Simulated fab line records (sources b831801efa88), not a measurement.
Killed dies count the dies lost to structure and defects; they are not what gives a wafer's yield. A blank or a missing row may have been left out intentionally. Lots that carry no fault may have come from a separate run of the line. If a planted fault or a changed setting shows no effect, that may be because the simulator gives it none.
Which tool is to blame? || flow sky130 || 12 lots with 36 wafers sampled at 6 steps, on a route of 708 steps

== WHAT THE GAUGES READ, wafer by wafer ==
SKY_GATE_OXIDE_TW_MEAS_14. Usual: GATE_OXIDE_TW typically reads 222.8, with standard deviation 1.7.
{"lot": "L340", "measured": "day 13 21:37", "on": "film_metro-03", "GATE_OXIDE_TW": "222.5 221.9 222.7", "flag": ""}
{"lot": "L342", "measured": "day 15 23:14", "on": "film_metro-01", "GATE_OXIDE_TW": "225.0 225.4 224.4", "flag": ""}
{"lot": "L343", "measured": "day 16 03:00", "on": "film_metro-01", "GATE_OXIDE_TW": "224.1 225.8 225.9", "flag": ""}
{"lot": "L345", "measured": "day 16 04:14", "on": "film_metro-04", "GATE_OXIDE_TW": "221.4 222.1 223.2", "flag": ""}
{"lot": "L344", "measured": "day 16 04:33", "on": "film_metro-03", "GATE_OXIDE_TW": "222.9 222.9 221.6", "flag": ""}
{"lot": "L347", "measured": "day 16 11:32", "on": "film_metro-01", "GATE_OXIDE_TW": "226.2 225.9 225.5", "flag": ""}
{"lot": "L348", "measured": "day 16 15:18", "on": "film_metro-04", "GATE_OXIDE_TW": "222.6 221.6 222.2", "flag": ""}
{"lot": "L350", "measured": "day 17 16:20", "on": "film_metro-03", "GATE_OXIDE_TW": "222.7 222.9 222.9", "flag": ""}
{"lot": "L359", "measured": "day 20 22:59", "on": "film_metro-03", "GATE_OXIDE_TW": "223.2 221.5 221.4", "flag": ""}
{"lot": "L358", "measured": "day 20 23:49", "on": "film_metro-03", "GATE_OXIDE_TW": "220.8 221.2 222.2", "flag": ""}
{"lot": "L360", "measured": "day 21 02:19", "on": "film_metro-01", "GATE_OXIDE_TW": "226.4 226.2 225.2", "flag": ""}
{"lot": "L362", "measured": "day 21 18:35", "on": "film_metro-01", "GATE_OXIDE_TW": "224.8 225.5 225.9", "flag": ""}

SKY_RES_PROTECT_TW_MEAS_08. Usual: POLY_GATE_TW typically reads 4013, with standard deviation 47.
{"lot": "L340", "measured": "day 15 04:11", "on": "film_metro-03", "POLY_GATE_TW": "4012 4002 4023", "flag": ""}
{"lot": "L342", "measured": "day 17 06:15", "on": "film_metro-03", "POLY_GATE_TW": "3989 4013 4006", "flag": ""}
{"lot": "L343", "measured": "day 17 09:25", "on": "film_metro-03", "POLY_GATE_TW": "4027 4014 4020", "flag": ""}
{"lot": "L345", "measured": "day 17 11:05", "on": "film_metro-04", "POLY_GATE_TW": "4039 4013 4006", "flag": ""}
{"lot": "L344", "measured": "day 17 11:42", "on": "film_metro-03", "POLY_GATE_TW": "4019 4016 4013", "flag": ""}
{"lot": "L347", "measured": "day 17 23:46", "on": "film_metro-04", "POLY_GATE_TW": "3980 4006 4001", "flag": ""}
{"lot": "L348", "measured": "day 17 23:37", "on": "film_metro-03", "POLY_GATE_TW": "4017 3995 4018", "flag": ""}
{"lot": "L350", "measured": "day 19 01:47", "on": "film_metro-04", "POLY_GATE_TW": "3984 4002 3976", "flag": ""}
{"lot": "L359", "measured": "day 22 08:30", "on": "film_metro-04", "POLY_GATE_TW": "3971 3951 3991", "flag": ""}
{"lot": "L358", "measured": "day 22 10:06", "on": "film_metro-04", "POLY_GATE_TW": "3950 3938 3945", "flag": ""}
{"lot": "L360", "measured": "day 22 12:14", "on": "film_metro-04", "POLY_GATE_TW": "3990 3981 3971", "flag": ""}
{"lot": "L362", "measured": "day 23 04:32", "on": "film_metro-04", "POLY_GATE_TW": "3969 3955 3979", "flag": ""}

SKY_POLY_GATE_THK_MEAS_04. Usual: POLY_GATE_CVD_03_THK typically reads 75.0 nm, with standard deviation 0.68.
{"lot": "L340", "measured": "day 15 07:37", "on": "film_metro-01", "POLY_GATE_CVD_03_THK (nm)": "74.5 74.2 73.9", "flag": ""}
{"lot": "L342", "measured": "day 17 07:46", "on": "film_metro-01", "POLY_GATE_CVD_03_THK (nm)": "75.5 75.6 75.2", "flag": ""}
{"lot": "L343", "measured": "day 17 12:16", "on": "film_metro-02", "POLY_GATE_CVD_03_THK (nm)": "75.2 75.0 75.1", "flag": ""}
{"lot": "L345", "measured": "day 17 14:50", "on": "film_metro-02", "POLY_GATE_CVD_03_THK (nm)": "75.8 76.1 75.5", "flag": ""}
{"lot": "L344", "measured": "day 17 14:51", "on": "film_metro-01", "POLY_GATE_CVD_03_THK (nm)": "75.0 74.6 74.9", "flag": ""}
{"lot": "L347", "measured": "day 18 07:05", "on": "film_metro-03", "POLY_GATE_CVD_03_THK (nm)": "75.6 75.1 75.0", "flag": ""}
{"lot": "L348", "measured": "day 18 07:04", "on": "film_metro-02", "POLY_GATE_CVD_03_THK (nm)": "75.4 75.1 74.2", "flag": ""}
{"lot": "L350", "measured": "day 19 03:16", "on": "film_metro-02", "POLY_GATE_CVD_03_THK (nm)": "74.9 75.8 75.2", "flag": ""}
{"lot": "L359", "measured": "day 22 09:58", "on": "film_metro-01", "POLY_GATE_CVD_03_THK (nm)": "75.5 74.6 76.2", "flag": ""}
{"lot": "L358", "measured": "day 22 12:32", "on": "film_metro-03", "POLY_GATE_CVD_03_THK (nm)": "75.6 76.0 75.6", "flag": ""}
{"lot": "L360", "measured": "day 22 13:55", "on": "film_metro-03", "POLY_GATE_CVD_03_THK (nm)": "74.8 74.3 74.2", "flag": ""}
{"lot": "L362", "measured": "day 23 06:29", "on": "film_metro-02", "POLY_GATE_CVD_03_THK (nm)": "74.4 74.3 74.7", "flag": ""}

SKY_LDD_N_TW_MEAS_17. Usual: LDD_N_TW typically reads 2594, with standard deviation 33.
{"lot": "L340", "measured": "day 17 21:34", "on": "film_metro-04", "LDD_N_TW": "2553 2569 2574", "flag": ""}
{"lot": "L342", "measured": "day 20 05:13", "on": "film_metro-02", "LDD_N_TW": "2590 2606 2587", "flag": ""}
{"lot": "L343", "measured": "day 20 05:32", "on": "film_metro-04", "LDD_N_TW": "2529 2537 2530", "flag": ""}
{"lot": "L345", "measured": "day 20 08:47", "on": "film_metro-02", "LDD_N_TW": "2604 2592 2596", "flag": ""}
{"lot": "L344", "measured": "day 20 08:55", "on": "film_metro-04", "LDD_N_TW": "2535 2535 2550", "flag": ""}
{"lot": "L347", "measured": "day 20 23:50", "on": "film_metro-04", "LDD_N_TW": "2532 2531 2531", "flag": ""}
{"lot": "L348", "measured": "day 20 23:38", "on": "film_metro-01", "LDD_N_TW": "2615 2605 2616", "flag": ""}
{"lot": "L350", "measured": "day 21 19:14", "on": "film_metro-02", "LDD_N_TW": "2633 2628 2648", "flag": ""}
{"lot": "L359", "measured": "day 25 00:32", "on": "film_metro-04", "LDD_N_TW": "2781 2782 2790", "flag": "OFF"}
{"lot": "L358", "measured": "day 25 02:13", "on": "film_metro-02", "LDD_N_TW": "2898 2872 2872", "flag": "OFF"}
{"lot": "L360", "measured": "day 25 03:59", "on": "film_metro-01", "LDD_N_TW": "2594 2592 2600", "flag": ""}
{"lot": "L362", "measured": "day 25 19:47", "on": "film_metro-04", "LDD_N_TW": "2542 2536 2556", "flag": ""}

== WHAT TOOL EACH LOT RAN ON (gives the tool, then ch and the chambers of the sampled wafers, and finally the start) ==
{"lot": "L340", "SKY_LDD_N_IMPLANT_10": "implanter-01 ch 0, day 17 20:34", "SKY_LDD_N_STRIP_16": "plasma_asher-04 ch 0,1, day 17 21:28"}
{"lot": "L342", "SKY_LDD_N_IMPLANT_10": "implanter-01 ch 0, day 20 04:14", "SKY_LDD_N_STRIP_16": "plasma_asher-04 ch 0,1, day 20 05:07"}
{"lot": "L343", "SKY_LDD_N_IMPLANT_10": "implanter-04 ch 0, day 20 04:34", "SKY_LDD_N_STRIP_16": "plasma_asher-01 ch 0,1, day 20 05:26"}
{"lot": "L345", "SKY_LDD_N_IMPLANT_10": "implanter-01 ch 0, day 20 07:49", "SKY_LDD_N_STRIP_16": "plasma_asher-03 ch 0,1, day 20 08:41"}
{"lot": "L344", "SKY_LDD_N_IMPLANT_10": "implanter-04 ch 0, day 20 07:56", "SKY_LDD_N_STRIP_16": "plasma_asher-04 ch 0,1, day 20 08:49"}
{"lot": "L347", "SKY_LDD_N_IMPLANT_10": "implanter-01 ch 0, day 20 22:52", "SKY_LDD_N_STRIP_16": "plasma_asher-01 ch 0,1, day 20 23:44"}
{"lot": "L348", "SKY_LDD_N_IMPLANT_10": "implanter-04 ch 0, day 20 22:40", "SKY_LDD_N_STRIP_16": "plasma_asher-04 ch 0,1, day 20 23:32"}
{"lot": "L350", "SKY_LDD_N_IMPLANT_10": "implanter-04 ch 0, day 21 18:16", "SKY_LDD_N_STRIP_16": "plasma_asher-03 ch 0,1, day 21 19:08"}
{"lot": "L359", "SKY_LDD_N_IMPLANT_10": "implanter-04 ch 0, day 24 23:32", "SKY_LDD_N_STRIP_16": "plasma_asher-04 ch 0,1, day 25 00:26"}
{"lot": "L358", "SKY_LDD_N_IMPLANT_10": "implanter-04 ch 0, day 25 01:13", "SKY_LDD_N_STRIP_16": "plasma_asher-03 ch 0,1, day 25 02:07"}
{"lot": "L360", "SKY_LDD_N_IMPLANT_10": "implanter-01 ch 0, day 25 03:00", "SKY_LDD_N_STRIP_16": "plasma_asher-04 ch 0,1, day 25 03:53"}
{"lot": "L362", "SKY_LDD_N_IMPLANT_10": "implanter-01 ch 0, day 25 18:47", "SKY_LDD_N_STRIP_16": "plasma_asher-03 ch 0,1, day 25 19:41"}
- SKY_LDD_N_IMPLANT_10
- SKY_LDD_N_STRIP_16: strips in O2/N2.

== WHAT THE TOOLS THEMSELVES READ (means of the sampled wafers that have a number; where no wafer has one, the mark that the record gives instead) ==
SKY_LDD_N_IMPLANT_10. Usual: beam_on_s 10.00 s, standard deviation 0.21; dose_ions_cm2 7.5e+13, standard deviation 7.7e+10.
{"lot": "L340", "tool": "implanter-01", "beam_on_s (s)": 9.97, "dose_ions_cm2": 7.5e+13, "flag": ""}
{"lot": "L342", "tool": "implanter-01", "beam_on_s (s)": 9.90, "dose_ions_cm2": 7.5e+13, "flag": ""}
{"lot": "L343", "tool": "implanter-04", "beam_on_s (s)": 9.91, "dose_ions_cm2": 7.5e+13, "flag": ""}
{"lot": "L345", "tool": "implanter-01", "beam_on_s (s)": 9.79, "dose_ions_cm2": 7.5e+13, "flag": ""}
{"lot": "L344", "tool": "implanter-04", "beam_on_s (s)": 10.16, "dose_ions_cm2": 7.5e+13, "flag": ""}
{"lot": "L347", "tool": "implanter-01", "beam_on_s (s)": 10.09, "dose_ions_cm2": 7.5e+13, "flag": ""}
{"lot": "L348", "tool": "implanter-04", "beam_on_s (s)": 9.99, "dose_ions_cm2": 7.5e+13, "flag": ""}
{"lot": "L350", "tool": "implanter-04", "beam_on_s (s)": 10.18, "dose_ions_cm2": 7.5e+13, "flag": ""}
{"lot": "L359", "tool": "implanter-04", "beam_on_s (s)": 36.06, "dose_ions_cm2": 2.8e+14, "flag": "OFF"}
{"lot": "L358", "tool": "implanter-04", "beam_on_s (s)": 36.63, "dose_ions_cm2": 2.8e+14, "flag": "OFF"}
{"lot": "L360", "tool": "implanter-01", "beam_on_s (s)": 10.04, "dose_ions_cm2": 7.5e+13, "flag": ""}
{"lot": "L362", "tool": "implanter-01", "beam_on_s (s)": 10.17, "dose_ions_cm2": 7.5e+13, "flag": ""}

SKY_LDD_N_STRIP_16. Usual: drypump_motor_current_A 5.8 A, standard deviation 0.44; oes_product_au 0.406 a.u., standard deviation 0.0048; strip_time_to_endpoint_s 4.315 s, standard deviation 0.015.
{"lot": "L340", "tool": "plasma_asher-04", "drypump_motor_current_A (A)": 5.8, "oes_product_au (a.u.)": 0.407, "strip_time_to_endpoint_s (s)": 4.312, "flag": ""}
{"lot": "L342", "tool": "plasma_asher-04", "drypump_motor_current_A (A)": 6.1, "oes_product_au (a.u.)": 0.404, "strip_time_to_endpoint_s (s)": 4.317, "flag": ""}
{"lot": "L343", "tool": "plasma_asher-01", "drypump_motor_current_A (A)": 5.9, "oes_product_au (a.u.)": 0.406, "strip_time_to_endpoint_s (s)": 4.326, "flag": ""}
{"lot": "L345", "tool": "plasma_asher-03", "drypump_motor_current_A (A)": 5.7, "oes_product_au (a.u.)": 0.408, "strip_time_to_endpoint_s (s)": 4.306, "flag": ""}
{"lot": "L344", "tool": "plasma_asher-04", "drypump_motor_current_A (A)": 5.8, "oes_product_au (a.u.)": 0.406, "strip_time_to_endpoint_s (s)": 4.310, "flag": ""}
{"lot": "L347", "tool": "plasma_asher-01", "drypump_motor_current_A (A)": 5.9, "oes_product_au (a.u.)": 0.402, "strip_time_to_endpoint_s (s)": 4.296, "flag": ""}
{"lot": "L348", "tool": "plasma_asher-04", "drypump_motor_current_A (A)": 5.8, "oes_product_au (a.u.)": 0.407, "strip_time_to_endpoint_s (s)": 4.300, "flag": ""}
{"lot": "L350", "tool": "plasma_asher-03", "drypump_motor_current_A (A)": 5.8, "oes_product_au (a.u.)": 0.404, "strip_time_to_endpoint_s (s)": 4.334, "flag": ""}
{"lot": "L359", "tool": "plasma_asher-04", "drypump_motor_current_A (A)": 6.1, "oes_product_au (a.u.)": 0.407, "strip_time_to_endpoint_s (s)": 4.847, "flag": "OFF"}
{"lot": "L358", "tool": "plasma_asher-03", "drypump_motor_current_A (A)": 5.6, "oes_product_au (a.u.)": 0.406, "strip_time_to_endpoint_s (s)": 4.853, "flag": "OFF"}
{"lot": "L360", "tool": "plasma_asher-04", "drypump_motor_current_A (A)": 5.8, "oes_product_au (a.u.)": 0.406, "strip_time_to_endpoint_s (s)": 4.333, "flag": ""}
{"lot": "L362", "tool": "plasma_asher-03", "drypump_motor_current_A (A)": 5.7, "oes_product_au (a.u.)": 0.407, "strip_time_to_endpoint_s (s)": 4.319, "flag": ""}

== THE ANSWER, worked out from the rows above alone ==
Rule: take the mean of a lot's wafers that have a number; if it is more than 3 standard deviations from the usual mean, the lot is off. Also off: a lot with no number at a reading for which 4 or more lots have one. All remaining lots with rows at the step are treated as sound. First the gauges in route order, then the tools' own readings, where a lot's mean is used as printed above. The first step at which some lot is off is used, and at that step the reading that is off furthest; a lot without a number counts as furthest.
Off: L359, L358, seen at SKY_LDD_N_TW_MEAS_17 (LDD_N_TW).
If a tool, at a process step before that reading, ran all the lots that are off and no sound lot after the first of them, it fits. The gauges at SKY_LDD_N_TW_MEAS_17 aren't tried: what is off there is off at SKY_LDD_N_IMPLANT_10 too, on other tools, and a gauge's error can't cause that. One fits: implanter-04 at SKY_LDD_N_IMPLANT_10. A fault onset in the window from L350 (day 21 18:16, its last sound lot) to L359 (day 24 23:32, its first lot off) fits.
The tool's own readings at SKY_LDD_N_IMPLANT_10 bear it out: on the lots that are off they differ by more than 5 times the standard deviation of the sound lots' means. beam_on_s reads 36.34 s there against 10.02 s on the sound lots; dose_ions_cm2 reads 2.8e+14 there against 7.5e+13 on the sound lots.

== WHAT THE SIMULATOR PUT IN ==
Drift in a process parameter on implanter-04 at SKY_LDD_N_IMPLANT_10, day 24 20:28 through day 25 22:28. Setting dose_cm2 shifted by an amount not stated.
Lots struck among those shown: L359, L358. Same finding as the rule above.
